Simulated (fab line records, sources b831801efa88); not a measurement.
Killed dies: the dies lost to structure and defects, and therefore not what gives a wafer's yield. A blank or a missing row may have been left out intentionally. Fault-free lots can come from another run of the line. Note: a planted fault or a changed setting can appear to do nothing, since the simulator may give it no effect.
8D (eight disciplines) problem report, filled in by code ; flow sky130 ; the parts of the form that need people (team, actions taken, sign-off) are left out

## 1. WHAT IS WRONG
Mean of heater_power_total_W at SKY_VT_ADJUST_LVTN_SOFTBAKE_14: 51.95 W across 6 wafers in 2 lots; on wafers with no fault it is 56.60 W (standard deviation 0.046). That is -99 or more standard deviations from the usual mean.
The step: time 60 s.
The first sign was on wafer L909.1 at day 13 09:20, on litho_track-02. At this step, 36 wafers from 12 lots have a number in the record. Rule for "out", or "out of limits": more than 4 standard deviations from the usual mean. Any other wafer with a number is counted as sound.

## 2. WHAT IT IS; WHAT IT IS NOT
question;is;is not
which readings at this step;heater_power_total_W, plate_temp_C;-
which lots;L909, L910;L889, L891, L892, L893, L897, L898, L900, L902, L906, L911
which wafers of those lots;all that have a number;-
read on which tools;litho_track-02;litho_track-01, litho_track-03
when;from day 13 09:20;"up to then (27 sound wafers); but 3 sound wafers of L911 came after"

## 3. SUSPECTS, AND WHAT RULES EACH OUT
Counting: a tool at any process step up to the reading remains a suspect when it ran all the lots that are out and ran no sound lot after the first of those.
- plasma_asher-01 at SKY_FIELD_ISO_STRIP_16 (strips in O2/N2): kept. It processed each lot that is out, first L909 at day 7 00:22, and no sound lot thereafter; up to then, the last sound lot it processed was L902 at day 5 06:10.
- litho_track-02 at SKY_VT_ADJUST_LVTN_SOFTBAKE_14 (time 60 s): kept. It processed each lot that is out, first L909 at day 13 09:20, and no sound lot thereafter; up to then, the last sound lot it processed was L906 at day 12 17:12. Its own heater_power_total_W, plate_temp_C readings are out on those wafers.
Left after counting: plasma_asher-01 at SKY_FIELD_ISO_STRIP_16, litho_track-02 at SKY_VT_ADJUST_LVTN_SOFTBAKE_14.

## 4. THE CAUSE (what the simulator had put in)
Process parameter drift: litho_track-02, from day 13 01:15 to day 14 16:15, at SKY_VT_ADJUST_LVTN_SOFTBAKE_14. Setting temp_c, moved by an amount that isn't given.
2 suspects survive the count, and this tool is in that group.

## 5. THE CHAIN OF EFFECTS, in route order
Each row: a reading whose mean over the struck wafers that have a number lies more than 3 standard deviations from the usual. Scope: only readings with a usual standard deviation given in the record; hours: median across lots of the time from each lot's start at the first step in this table that gives one to its start at this step; sigmas: change in usual standard deviations.
hours;step;reading;usual;on struck wafers;change;sigmas
0;SKY_VT_ADJUST_LVTN_SOFTBAKE_14;heater_power_total_W;56.60 W;51.95;-4.65;-99 or more
0;SKY_VT_ADJUST_LVTN_SOFTBAKE_14;plate_temp_C;90.02 C;84.78;-5.24;-35
14;SKY_VT_ADJUST_LVTN_STRIP_20;strip_time_to_endpoint_s;14.19 s;14.36;+0.17;+4.5
It contains these process steps:
- SKY_VT_ADJUST_LVTN_SOFTBAKE_14: time 60 s.
- SKY_VT_ADJUST_LVTN_STRIP_20: strips in O2/N2.

## 6. HOW IT WOULD HAVE BEEN CAUGHT EARLIER
In this record the first reading out of limits was taken at day 13 09:20, 8 hours after the fault began at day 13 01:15.
